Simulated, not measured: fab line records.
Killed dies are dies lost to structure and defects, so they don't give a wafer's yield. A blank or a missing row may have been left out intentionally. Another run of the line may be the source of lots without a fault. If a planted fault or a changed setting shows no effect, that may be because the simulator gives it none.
fab line records || flow sky130 || part 2 of 2: steps 28 to 35 of 35
record: {"lots": 5, "wafers": 15, "last-day": 48}
route steps=708 shown CAPM@538 METAL3@555
lots untouched by any fault: they come from a run of this same line in which no faults occurred
start-h: hours from the record's first day to the start of the lot's first wafer shown || wait-h: hours elapsed since this lot's preceding step || " as in the row above || L1.1+2: a row that stands for several wafers || - no value, or no start was given || * or withheld: withheld || < > ~ a bound
route shown NAME@n: a module of which the file shows steps, and the number in the route of the first || usual: average and standard deviation across the fault-free wafers || same: alike in all rows || chamber/n: place in a boat || sites: per-site readings || _std_site: the standard deviation of these || _edge_site: the outer-site mean with the inner-site mean subtracted || radius-mm: for every site, how far away it sits from the centre of the wafer || mask NAME#n: copy n || behind: the most recent tool/chamber to have shaped the wafer || hold: why the lot was held/for how many hours/how that ended || device: whichever transistor did not switch (one of n, p or np) || end of line: tests of these same wafers at the route's end || for a step that has no rows: nothing shown but its recipe || killed: count of dies lost to structure and defects at first sort (not the wafer's yield) || map: a wafer's dies, marking killed ones x, the rest . and places with no die _
set.NAME: the run value of the setting; set.NAME@STEP: its run value at that earlier step || model.NAME: the simulator's own value behind a step, which no gauge read
lots seen at some steps along the route; tables by step, rows by wafer
services: a tool's chamber out of use, with start hour (start-h, from the record's first day; less than 0 if before it), hours out, and reason
== steps ==
step: SKY_METAL3_DESCUM_15
recipe: {"chemistry": "O2", "source-power-w": 150, "bias-power-w": 0, "pressure-mtorr": 10, "temp-c": 40, "time-s": 8}
usual: {"drypump-motor-current-A": "6.13/0.21", "oes-product-au": "0.997/0.01"}
{"lot.wafer": "L077.2", "tool": "rie-metal-02", "chamber": 0, "start-h": 939.30, "wait-h": 0.0, "drypump-motor-current-A": 5.71, "oes-product-au": 1.002, "rf-hours-counter-h": 8}
{"lot.wafer": "L077.4", "tool": "rie-metal-02", "chamber": 1, "start-h": 939.30, "wait-h": 0.0, "drypump-motor-current-A": 6.22, "oes-product-au": 1.003, "rf-hours-counter-h": "-"}
{"lot.wafer": "L077.5", "tool": "rie-metal-02", "chamber": 0, "start-h": 939.30, "wait-h": 0.0, "drypump-motor-current-A": 5.76, "oes-product-au": 1.006, "rf-hours-counter-h": "-"}
{"lot.wafer": "L078.1", "tool": "rie-metal-03", "chamber": 0, "start-h": 942.43, "wait-h": 0.0, "drypump-motor-current-A": 6.13, "oes-product-au": 1.001, "rf-hours-counter-h": 8}
{"lot.wafer": "L078.3", "tool": "rie-metal-03", "chamber": 1, "start-h": 942.43, "wait-h": 0.0, "drypump-motor-current-A": 6.16, "oes-product-au": 0.995, "rf-hours-counter-h": "-"}
{"lot.wafer": "L078.5", "tool": "rie-metal-03", "chamber": 1, "start-h": 942.43, "wait-h": 0.0, "drypump-motor-current-A": 6.17, "oes-product-au": 0.986, "rf-hours-counter-h": "-"}
{"lot.wafer": "L080.3", "tool": "rie-metal-01", "chamber": 1, "start-h": 946.24, "wait-h": 0.0, "drypump-motor-current-A": 6.23, "oes-product-au": 0.981, "rf-hours-counter-h": "-"}
{"lot.wafer": "L080.5", "tool": "rie-metal-01", "chamber": 1, "start-h": 946.24, "wait-h": 0.0, "drypump-motor-current-A": 6.23, "oes-product-au": 0.986, "rf-hours-counter-h": "-"}
{"lot.wafer": "L080.6", "tool": "rie-metal-01", "chamber": 0, "start-h": 946.24, "wait-h": 0.0, "drypump-motor-current-A": 6.37, "oes-product-au": 0.974, "rf-hours-counter-h": "-"}
{"lot.wafer": "L084.2", "tool": "rie-metal-03", "chamber": 0, "start-h": 973.07, "wait-h": 0.0, "drypump-motor-current-A": 6.11, "oes-product-au": 0.993, "rf-hours-counter-h": 9}
{"lot.wafer": "L084.3", "tool": "rie-metal-03", "chamber": 1, "start-h": 973.07, "wait-h": 0.0, "drypump-motor-current-A": 6.14, "oes-product-au": 0.983, "rf-hours-counter-h": "-"}
{"lot.wafer": "L084.5", "tool": "rie-metal-03", "chamber": 1, "start-h": 973.07, "wait-h": 0.0, "drypump-motor-current-A": 6.18, "oes-product-au": 0.978, "rf-hours-counter-h": "-"}
{"lot.wafer": "L086.1", "tool": "rie-metal-03", "chamber": 0, "start-h": 995.18, "wait-h": 0.0, "drypump-motor-current-A": 6.12, "oes-product-au": 0.993, "rf-hours-counter-h": 10}
{"lot.wafer": "L086.2", "tool": "rie-metal-03", "chamber": 1, "start-h": 995.18, "wait-h": 0.0, "drypump-motor-current-A": 6.13, "oes-product-au": 0.997, "rf-hours-counter-h": 18}
{"lot.wafer": "L086.3", "tool": "rie-metal-03", "chamber": 1, "start-h": 995.18, "wait-h": 0.0, "drypump-motor-current-A": 6.12, "oes-product-au": 0.989, "rf-hours-counter-h": "-"}
step: SKY_METAL3_ETCH_16
recipe: {"chemistry": "N2/H2", "target": "BARC", "ion-energy-ev": 200, "bias-w": 100, "pressure-mtorr": 30, "n2-flow-sccm": 100, "h2-flow-sccm": 200, "icp-w": 500, "stop-on": "SiO2", "time-s": 88.2, "target-depth-a": 600}
usual: {"bias-w": "99.98/0.29", "drypump-motor-current-A": "6.14/0.21", "n2-flow-sccm": "100.00/0.27", "oes-product-au": "0.625/0.0052", "throttle-valve-pct": "13.204/0.0087"}
{"lot.wafer": "L077.2", "tool": "rie-metal-02", "chamber": 0, "start-h": 939.33, "wait-h": 0.0, "bias-w": 100.02, "drypump-motor-current-A": 5.71, "n2-flow-sccm": 100.15, "oes-product-au": 0.619, "rf-hours-counter-h": 8, "throttle-valve-pct": 13.198}
{"lot.wafer": "L077.4", "tool": "rie-metal-02", "chamber": 1, "start-h": 939.33, "wait-h": 0.0, "bias-w": 100.25, "drypump-motor-current-A": 6.23, "n2-flow-sccm": 100.07, "oes-product-au": 0.626, "rf-hours-counter-h": "-", "throttle-valve-pct": 13.208}
{"lot.wafer": "L077.5", "tool": "rie-metal-02", "chamber": 0, "start-h": 939.33, "wait-h": 0.0, "bias-w": 99.62, "drypump-motor-current-A": 5.74, "n2-flow-sccm": 100.21, "oes-product-au": 0.630, "rf-hours-counter-h": "-", "throttle-valve-pct": 13.192}
{"lot.wafer": "L078.1", "tool": "rie-metal-03", "chamber": 0, "start-h": 942.47, "wait-h": 0.0, "bias-w": 100.09, "drypump-motor-current-A": 6.13, "n2-flow-sccm": 99.68, "oes-product-au": 0.624, "rf-hours-counter-h": 8, "throttle-valve-pct": 13.217}
{"lot.wafer": "L078.3", "tool": "rie-metal-03", "chamber": 1, "start-h": 942.47, "wait-h": 0.0, "bias-w": 100.05, "drypump-motor-current-A": 6.17, "n2-flow-sccm": 99.62, "oes-product-au": 0.628, "rf-hours-counter-h": "-", "throttle-valve-pct": 13.205}
{"lot.wafer": "L078.5", "tool": "rie-metal-03", "chamber": 1, "start-h": 942.47, "wait-h": 0.0, "bias-w": 99.87, "drypump-motor-current-A": 6.16, "n2-flow-sccm": 100.03, "oes-product-au": 0.634, "rf-hours-counter-h": "-", "throttle-valve-pct": 13.198}
{"lot.wafer": "L080.3", "tool": "rie-metal-01", "chamber": 1, "start-h": 946.30, "wait-h": 0.0, "bias-w": 99.94, "drypump-motor-current-A": 6.22, "n2-flow-sccm": 100.27, "oes-product-au": 0.622, "rf-hours-counter-h": "-", "throttle-valve-pct": 13.216}
{"lot.wafer": "L080.5", "tool": "rie-metal-01", "chamber": 1, "start-h": 946.30, "wait-h": 0.0, "bias-w": 99.73, "drypump-motor-current-A": 6.28, "n2-flow-sccm": 99.67, "oes-product-au": 0.635, "rf-hours-counter-h": "-", "throttle-valve-pct": 13.211}
{"lot.wafer": "L080.6", "tool": "rie-metal-01", "chamber": 0, "start-h": 946.30, "wait-h": 0.0, "bias-w": 99.73, "drypump-motor-current-A": 6.42, "n2-flow-sccm": 99.37, "oes-product-au": 0.626, "rf-hours-counter-h": "-", "throttle-valve-pct": 13.193}
{"lot.wafer": "L084.2", "tool": "rie-metal-03", "chamber": 0, "start-h": 973.10, "wait-h": 0.0, "bias-w": 100.41, "drypump-motor-current-A": 6.16, "n2-flow-sccm": 99.64, "oes-product-au": 0.619, "rf-hours-counter-h": 9, "throttle-valve-pct": 13.203}
{"lot.wafer": "L084.3", "tool": "rie-metal-03", "chamber": 1, "start-h": 973.10, "wait-h": 0.0, "bias-w": 99.42, "drypump-motor-current-A": 6.14, "n2-flow-sccm": 99.78, "oes-product-au": 0.627, "rf-hours-counter-h": "-", "throttle-valve-pct": 13.222}
{"lot.wafer": "L084.5", "tool": "rie-metal-03", "chamber": 1, "start-h": 973.10, "wait-h": 0.0, "bias-w": 99.87, "drypump-motor-current-A": 6.14, "n2-flow-sccm": 100.08, "oes-product-au": 0.617, "rf-hours-counter-h": "-", "throttle-valve-pct": 13.204}
{"lot.wafer": "L086.1", "tool": "rie-metal-03", "chamber": 0, "start-h": 995.22, "wait-h": 0.0, "bias-w": 99.69, "drypump-motor-current-A": 6.12, "n2-flow-sccm": 99.88, "oes-product-au": 0.620, "rf-hours-counter-h": 10, "throttle-valve-pct": 13.201}
{"lot.wafer": "L086.2", "tool": "rie-metal-03", "chamber": 1, "start-h": 995.22, "wait-h": 0.0, "bias-w": 99.85, "drypump-motor-current-A": 6.17, "n2-flow-sccm": 99.80, "oes-product-au": 0.628, "rf-hours-counter-h": 18, "throttle-valve-pct": 13.213}
{"lot.wafer": "L086.3", "tool": "rie-metal-03", "chamber": 1, "start-h": 995.22, "wait-h": 0.0, "bias-w": 99.75, "drypump-motor-current-A": 6.17, "n2-flow-sccm": 100.35, "oes-product-au": 0.631, "rf-hours-counter-h": "-", "throttle-valve-pct": 13.207}
step: SKY_METAL3_ETCH_17
recipe: {"target": "SiO2", "stop-on": "TiN", "chemistry": "C4F8/O2/Ar", "source-w": 1500, "bias-w": 1200, "pressure-mtorr": 40, "c4f8-flow-sccm": "withheld", "O2_flow_sccm": 6, "Ar_flow_sccm": 300, "time-s": 3.9, "target-depth-a": 150}
usual: {"bias-w": "1200/3.3", "oes-product-au": "0.754/0.0069"}
{"lot.wafer": "L077.2", "tool": "rie-diel-04", "chamber": 2, "start-h": 939.43, "wait-h": 0.1, "bias-w": 1201, "oes-product-au": 0.753, "rf-hours-counter-h": 14}
{"lot.wafer": "L077.4", "tool": "rie-diel-04", "chamber": 3, "start-h": 939.43, "wait-h": 0.1, "bias-w": 1197, "oes-product-au": 0.754, "rf-hours-counter-h": 8}
{"lot.wafer": "L077.5", "tool": "rie-diel-04", "chamber": 0, "start-h": 939.43, "wait-h": 0.1, "bias-w": 1201, "oes-product-au": 0.766, "rf-hours-counter-h": "-"}
{"lot.wafer": "L078.1", "tool": "rie-diel-03", "chamber": 1, "start-h": 942.56, "wait-h": 0.1, "bias-w": 1201, "oes-product-au": 0.746, "rf-hours-counter-h": 26}
{"lot.wafer": "L078.3", "tool": "rie-diel-03", "chamber": 2, "start-h": 942.56, "wait-h": 0.1, "bias-w": 1197, "oes-product-au": 0.747, "rf-hours-counter-h": 22}
{"lot.wafer": "L078.5", "tool": "rie-diel-03", "chamber": 1, "start-h": 942.56, "wait-h": 0.1, "bias-w": 1194, "oes-product-au": 0.752, "rf-hours-counter-h": "-"}
{"lot.wafer": "L080.3", "tool": "rie-diel-02", "chamber": 1, "start-h": 946.36, "wait-h": 0.0, "bias-w": 1207, "oes-product-au": 0.758, "rf-hours-counter-h": 16}
{"lot.wafer": "L080.5", "tool": "rie-diel-02", "chamber": 1, "start-h": 946.36, "wait-h": 0.0, "bias-w": 1201, "oes-product-au": 0.754, "rf-hours-counter-h": "-"}
{"lot.wafer": "L080.6", "tool": "rie-diel-02", "chamber": 3, "start-h": 946.36, "wait-h": 0.0, "bias-w": 1196, "oes-product-au": 0.758, "rf-hours-counter-h": "-"}
{"lot.wafer": "L084.2", "tool": "rie-diel-03", "chamber": 0, "start-h": 973.20, "wait-h": 0.1, "bias-w": 1193, "oes-product-au": 0.754, "rf-hours-counter-h": 1}
{"lot.wafer": "L084.3", "tool": "rie-diel-03", "chamber": 3, "start-h": 973.20, "wait-h": 0.1, "bias-w": 1197, "oes-product-au": 0.755, "rf-hours-counter-h": 20}
{"lot.wafer": "L084.5", "tool": "rie-diel-03", "chamber": 0, "start-h": 973.20, "wait-h": 0.1, "bias-w": 1200, "oes-product-au": 0.759, "rf-hours-counter-h": "-"}
{"lot.wafer": "L086.1", "tool": "rie-diel-02", "chamber": 0, "start-h": 995.31, "wait-h": 0.1, "bias-w": 1200, "oes-product-au": 0.746, "rf-hours-counter-h": 11}
{"lot.wafer": "L086.2", "tool": "rie-diel-02", "chamber": 3, "start-h": 995.31, "wait-h": 0.1, "bias-w": 1202, "oes-product-au": 0.746, "rf-hours-counter-h": 19}
{"lot.wafer": "L086.3", "tool": "rie-diel-02", "chamber": 2, "start-h": 995.31, "wait-h": 0.1, "bias-w": 1203, "oes-product-au": 0.756, "rf-hours-counter-h": 16}
step: SKY_METAL3_METAL_ETCH_18
recipe: {"target-depth-a": 8450, "stop-on": "SiO2", "over-etch-frac": 0.3, "time-s": 183.1, "chemistry": "Cl2/BCl3", "resist-sidewall-deg": 88, "pressure-mtorr": 10, "icp-w": 900, "bias-w": 48.5, "Cl2_flow_sccm": 60, "bcl3-flow-sccm": 30}
usual: {"bias-w": "48.51/0.13", "drypump-motor-current-A": "6.17/0.21", "oes-product-au": "0.864/0.0063", "throttle-valve-pct": "22.264/0.0091"}
{"lot.wafer": "L077.2", "tool": "rie-metal-01", "chamber": 1, "start-h": 939.44, "wait-h": 0.0, "bias-w": 48.55, "drypump-motor-current-A": 6.23, "oes-product-au": 0.861, "rf-hours-counter-h": 10, "throttle-valve-pct": 22.278}
{"lot.wafer": "L077.4", "tool": "rie-metal-01", "chamber": 0, "start-h": 939.44, "wait-h": 0.0, "bias-w": 48.66, "drypump-motor-current-A": 6.39, "oes-product-au": 0.867, "rf-hours-counter-h": "-", "throttle-valve-pct": 22.253}
{"lot.wafer": "L077.5", "tool": "rie-metal-01", "chamber": 1, "start-h": 939.44, "wait-h": 0.0, "bias-w": 48.54, "drypump-motor-current-A": 6.23, "oes-product-au": 0.859, "rf-hours-counter-h": "-", "throttle-valve-pct": 22.261}
{"lot.wafer": "L078.1", "tool": "rie-metal-01", "chamber": 0, "start-h": 942.58, "wait-h": 0.0, "bias-w": 48.20, "drypump-motor-current-A": 6.38, "oes-product-au": 0.871, "rf-hours-counter-h": 14, "throttle-valve-pct": 22.251}
{"lot.wafer": "L078.3", "tool": "rie-metal-01", "chamber": 0, "start-h": 942.58, "wait-h": 0.0, "bias-w": 48.46, "drypump-motor-current-A": 6.39, "oes-product-au": 0.872, "rf-hours-counter-h": "-", "throttle-valve-pct": 22.272}
{"lot.wafer": "L078.5", "tool": "rie-metal-01", "chamber": 0, "start-h": 942.58, "wait-h": 0.0, "bias-w": 48.40, "drypump-motor-current-A": 6.39, "oes-product-au": 0.874, "rf-hours-counter-h": "-", "throttle-valve-pct": 22.254}
{"lot.wafer": "L080.3", "tool": "rie-metal-02", "chamber": 1, "start-h": 946.44, "wait-h": 0.1, "bias-w": 48.50, "drypump-motor-current-A": 6.22, "oes-product-au": 0.876, "rf-hours-counter-h": "-", "throttle-valve-pct": 22.268}
{"lot.wafer": "L080.5", "tool": "rie-metal-02", "chamber": 0, "start-h": 946.44, "wait-h": 0.1, "bias-w": 48.64, "drypump-motor-current-A": 5.73, "oes-product-au": 0.875, "rf-hours-counter-h": "-", "throttle-valve-pct": 22.268}
{"lot.wafer": "L080.6", "tool": "rie-metal-02", "chamber": 1, "start-h": 946.44, "wait-h": 0.1, "bias-w": 48.59, "drypump-motor-current-A": 6.23, "oes-product-au": 0.868, "rf-hours-counter-h": "-", "throttle-valve-pct": 22.260}
{"lot.wafer": "L084.2", "tool": "rie-metal-02", "chamber": 1, "start-h": 973.21, "wait-h": 0.0, "bias-w": 48.48, "drypump-motor-current-A": 6.24, "oes-product-au": 0.854, "rf-hours-counter-h": 8, "throttle-valve-pct": 22.263}
{"lot.wafer": "L084.3", "tool": "rie-metal-02", "chamber": 0, "start-h": 973.21, "wait-h": 0.0, "bias-w": 48.67, "drypump-motor-current-A": 5.74, "oes-product-au": 0.860, "rf-hours-counter-h": "-", "throttle-valve-pct": 22.244}
{"lot.wafer": "L084.5", "tool": "rie-metal-02", "chamber": 1, "start-h": 973.21, "wait-h": 0.0, "bias-w": 48.58, "drypump-motor-current-A": 6.23, "oes-product-au": 0.854, "rf-hours-counter-h": "-", "throttle-valve-pct": 22.264}
{"lot.wafer": "L086.1", "tool": "rie-metal-01", "chamber": 0, "start-h": 995.33, "wait-h": 0.0, "bias-w": 48.27, "drypump-motor-current-A": 6.37, "oes-product-au": 0.865, "rf-hours-counter-h": 17, "throttle-valve-pct": 22.262}
{"lot.wafer": "L086.2", "tool": "rie-metal-01", "chamber": 1, "start-h": 995.33, "wait-h": 0.0, "bias-w": 48.52, "drypump-motor-current-A": 6.22, "oes-product-au": 0.852, "rf-hours-counter-h": 13, "throttle-valve-pct": 22.268}
{"lot.wafer": "L086.3", "tool": "rie-metal-01", "chamber": 1, "start-h": 995.33, "wait-h": 0.0, "bias-w": 48.59, "drypump-motor-current-A": 6.22, "oes-product-au": 0.856, "rf-hours-counter-h": "-", "throttle-valve-pct": 22.259}
step: SKY_METAL3_STRIP_19
recipe: {"chemistry": "O2/N2", "power-w": 1400, "pressure-mtorr": 1500, "platen-temp-c": "withheld", "o2-flow-sccm": 3000, "n2-flow-sccm": 300, "overash-fraction": 0.5}
usual: {"drypump-motor-current-A": "5.7/0.53", "n2-flow-sccm": "300.0/0.94", "o2-flow-sccm": "3001/9.4", "oes-product-au": "0.505/0.006", "strip-time-to-endpoint-s": "6.58/0.09"}
{"lot.wafer": "L077.2", "tool": "plasma-asher-02", "chamber": 1, "start-h": 939.62, "wait-h": 0.1, "drypump-motor-current-A": 5.1, "n2-flow-sccm": 299.9, "o2-flow-sccm": 2997, "oes-product-au": 0.508, "rf-hours-counter-h": 50, "strip-time-to-endpoint-s": 6.62}
{"lot.wafer": "L077.4", "tool": "plasma-asher-02", "chamber": 1, "start-h": 939.62, "wait-h": 0.1, "drypump-motor-current-A": 5.1, "n2-flow-sccm": 300.1, "o2-flow-sccm": 2991, "oes-product-au": 0.505, "rf-hours-counter-h": "-", "strip-time-to-endpoint-s": 6.65}
{"lot.wafer": "L077.5", "tool": "plasma-asher-02", "chamber": 0, "start-h": 939.62, "wait-h": 0.1, "drypump-motor-current-A": 6.0, "n2-flow-sccm": 300.1, "o2-flow-sccm": 3003, "oes-product-au": 0.502, "rf-hours-counter-h": "-", "strip-time-to-endpoint-s": 6.58}
{"lot.wafer": "L078.1", "tool": "plasma-asher-01", "chamber": 1, "start-h": 942.76, "wait-h": 0.1, "drypump-motor-current-A": 6.5, "n2-flow-sccm": 298.2, "o2-flow-sccm": 2983, "oes-product-au": 0.508, "rf-hours-counter-h": 19, "strip-time-to-endpoint-s": 6.75}
{"lot.wafer": "L078.3", "tool": "plasma-asher-01", "chamber": 0, "start-h": 942.76, "wait-h": 0.1, "drypump-motor-current-A": 5.3, "n2-flow-sccm": 300.0, "o2-flow-sccm": 2987, "oes-product-au": 0.513, "rf-hours-counter-h": "-", "strip-time-to-endpoint-s": 6.66}
{"lot.wafer": "L078.5", "tool": "plasma-asher-01", "chamber": 0, "start-h": 942.76, "wait-h": 0.1, "drypump-motor-current-A": 5.3, "n2-flow-sccm": 298.8, "o2-flow-sccm": 2998, "oes-product-au": 0.507, "rf-hours-counter-h": "-", "strip-time-to-endpoint-s": 6.69}
{"lot.wafer": "L080.3", "tool": "plasma-asher-02", "chamber": 0, "start-h": 946.59, "wait-h": 0.1, "drypump-motor-current-A": 6.1, "n2-flow-sccm": 300.3, "o2-flow-sccm": 3020, "oes-product-au": 0.499, "rf-hours-counter-h": "-", "strip-time-to-endpoint-s": 6.47}
{"lot.wafer": "L080.5", "tool": "plasma-asher-02", "chamber": 0, "start-h": 946.59, "wait-h": 0.1, "drypump-motor-current-A": 6.1, "n2-flow-sccm": 300.5, "o2-flow-sccm": 3007, "oes-product-au": 0.499, "rf-hours-counter-h": "-", "strip-time-to-endpoint-s": 6.47}
{"lot.wafer": "L080.6", "tool": "plasma-asher-02", "chamber": 1, "start-h": 946.59, "wait-h": 0.1, "drypump-motor-current-A": 5.1, "n2-flow-sccm": 302.8, "o2-flow-sccm": 2999, "oes-product-au": 0.505, "rf-hours-counter-h": "-", "strip-time-to-endpoint-s": 6.53}
{"lot.wafer": "L084.2", "tool": "plasma-asher-02", "chamber": 0, "start-h": 973.39, "wait-h": 0.1, "drypump-motor-current-A": 6.0, "n2-flow-sccm": 300.4, "o2-flow-sccm": 3020, "oes-product-au": 0.503, "rf-hours-counter-h": 53, "strip-time-to-endpoint-s": 6.56}
{"lot.wafer": "L084.3", "tool": "plasma-asher-02", "chamber": 0, "start-h": 973.39, "wait-h": 0.1, "drypump-motor-current-A": 6.0, "n2-flow-sccm": 301.4, "o2-flow-sccm": 3027, "oes-product-au": 0.500, "rf-hours-counter-h": "-", "strip-time-to-endpoint-s": 6.46}
{"lot.wafer": "L084.5", "tool": "plasma-asher-02", "chamber": 1, "start-h": 973.39, "wait-h": 0.1, "drypump-motor-current-A": 5.1, "n2-flow-sccm": 300.9, "o2-flow-sccm": 2996, "oes-product-au": 0.501, "rf-hours-counter-h": "-", "strip-time-to-endpoint-s": 6.51}
{"lot.wafer": "L086.1", "tool": "plasma-asher-01", "chamber": 0, "start-h": 995.51, "wait-h": 0.1, "drypump-motor-current-A": 5.3, "n2-flow-sccm": 299.5, "o2-flow-sccm": 2996, "oes-product-au": 0.508, "rf-hours-counter-h": 24, "strip-time-to-endpoint-s": 6.69}
{"lot.wafer": "L086.2", "tool": "plasma-asher-01", "chamber": 1, "start-h": 995.51, "wait-h": 0.1, "drypump-motor-current-A": 6.5, "n2-flow-sccm": 300.9, "o2-flow-sccm": 3012, "oes-product-au": 0.504, "rf-hours-counter-h": 24, "strip-time-to-endpoint-s": 6.66}
{"lot.wafer": "L086.3", "tool": "plasma-asher-01", "chamber": 1, "start-h": 995.51, "wait-h": 0.1, "drypump-motor-current-A": 6.5, "n2-flow-sccm": 300.9, "o2-flow-sccm": 3010, "oes-product-au": 0.503, "rf-hours-counter-h": "-", "strip-time-to-endpoint-s": 6.56}
step: SKY_METAL3_STRIP_20
recipe: {"chemistry": "post-etch-residue-remover", "time-s": 1200, "temp-c": 72.5}
{"lot.wafer": "L077.2+4+5", "tool": "wet-bench-02", "chamber": 3, "start-h": 939.72, "wait-h": 0.1}
{"lot.wafer": "L078.1+3+5", "tool": "wet-bench-01", "chamber": 0, "start-h": 942.86, "wait-h": 0.1}
{"lot.wafer": "L080.3+5+6", "tool": "wet-bench-01", "chamber": 2, "start-h": 946.66, "wait-h": 0.0}
{"lot.wafer": "L084.2+3+5", "tool": "wet-bench-04", "chamber": 2, "start-h": 973.49, "wait-h": 0.1}
{"lot.wafer": "L086.1+2+3", "tool": "wet-bench-04", "chamber": 3, "start-h": 995.61, "wait-h": 0.1}
step: SKY_METAL3_CLEAN_21
recipe: {"chemistry": "IPA", "time-s": 180, "temp-c": 25}
{"lot.wafer": "L077.2+4+5", "tool": "wet-bench-01", "chamber": 2, "start-h": 940.06, "wait-h": 0.0}
{"lot.wafer": "L078.1+3+5", "tool": "wet-bench-02", "chamber": 1, "start-h": 943.20, "wait-h": 0.0}
{"lot.wafer": "L080.3+5+6", "tool": "wet-bench-02", "chamber": 0, "start-h": 947.00, "wait-h": 0.0}
{"lot.wafer": "L084.2+3+5", "tool": "wet-bench-01", "chamber": 3, "start-h": 973.86, "wait-h": 0.0}
{"lot.wafer": "L086.1+2+3", "tool": "wet-bench-02", "chamber": 1, "start-h": 995.95, "wait-h": 0.0}
step: SKY_METAL3_CLEAN_22
recipe: {"chemistry": "O3/DIW", "dry": "n2-spin"}
{"lot.wafer": "L077.2+4+5", "tool": "wet-bench-02", "chamber": 1, "start-h": 940.12, "wait-h": 0.0}
{"lot.wafer": "L078.1+3+5", "tool": "wet-bench-02", "chamber": 3, "start-h": 943.26, "wait-h": 0.0}
{"lot.wafer": "L080.3+5+6", "tool": "wet-bench-04", "chamber": 0, "start-h": 947.07, "wait-h": 0.0}
{"lot.wafer": "L084.2+3+5", "tool": "wet-bench-02", "chamber": 2, "start-h": 973.92, "wait-h": 0.0}
{"lot.wafer": "L086.1+2+3", "tool": "wet-bench-02", "chamber": 2, "start-h": 996.01, "wait-h": 0.0}
== services ==
{"tool": "krf-scanner-01", "chamber": "-", "start-h": 866.28, "hours": 1.3, "kind": "pm"}
{"tool": "rie-metal-03", "chamber": 0, "start-h": 871.79, "hours": 5.1, "kind": "repair"}
{"tool": "krf-scanner-01", "chamber": "-", "start-h": 872.72, "hours": 0.7, "kind": "repair"}
{"tool": "rie-diel-03", "chamber": 1, "start-h": 874.19, "hours": 2.0, "kind": "repair"}
{"tool": "wet-bench-01", "chamber": "-", "start-h": 874.46, "hours": 3.3, "kind": "repair"}
{"tool": "plasma-asher-02", "chamber": "-", "start-h": 895.01, "hours": 2.8, "kind": "pm"}
{"tool": "krf-scanner-01", "chamber": "-", "start-h": 900.66, "hours": 0.8, "kind": "pm"}
{"tool": "rie-metal-03", "chamber": "-", "start-h": 913.56, "hours": 28.1, "kind": "pm"}
{"tool": "pvd-sputter-03", "chamber": "-", "start-h": 915.60, "hours": 8.7, "kind": "repair"}
{"tool": "plasma-asher-02", "chamber": "-", "start-h": 918.88, "hours": 0.4, "kind": "repair"}
{"tool": "krf-scanner-01", "chamber": "-", "start-h": 927.16, "hours": 0.8, "kind": "pm"}
{"tool": "plasma-asher-02", "chamber": "-", "start-h": 928.85, "hours": 5.6, "kind": "repair"}
{"tool": "iline-stepper-02", "chamber": "-", "start-h": 929.15, "hours": 21.0, "kind": "repair"}
{"tool": "plasma-asher-01", "chamber": "-", "start-h": 947.24, "hours": 0.9, "kind": "repair"}
{"tool": "rie-metal-03", "chamber": "-", "start-h": 949.76, "hours": 1.4, "kind": "pm"}
{"tool": "krf-scanner-01", "chamber": "-", "start-h": 950.00, "hours": 4.0, "kind": "pm"}
{"tool": "iline-stepper-02", "chamber": "-", "start-h": 950.12, "hours": 1.7, "kind": "pm"}
{"tool": "krf-scanner-02", "chamber": "-", "start-h": 952.01, "hours": 1.9, "kind": "repair"}
{"tool": "rie-diel-03", "chamber": "-", "start-h": 954.90, "hours": 4.3, "kind": "pm"}
{"tool": "rie-metal-04", "chamber": 1, "start-h": 962.81, "hours": 13.1, "kind": "repair"}
{"tool": "iline-stepper-02", "chamber": "-", "start-h": 968.85, "hours": 0.8, "kind": "pm"}
{"tool": "rie-metal-01", "chamber": "-", "start-h": 974.44, "hours": 0.9, "kind": "repair"}
{"tool": "krf-scanner-01", "chamber": "-", "start-h": 985.79, "hours": 1.0, "kind": "pm"}
{"tool": "plasma-asher-02", "chamber": "-", "start-h": 987.78, "hours": 3.6, "kind": "repair"}
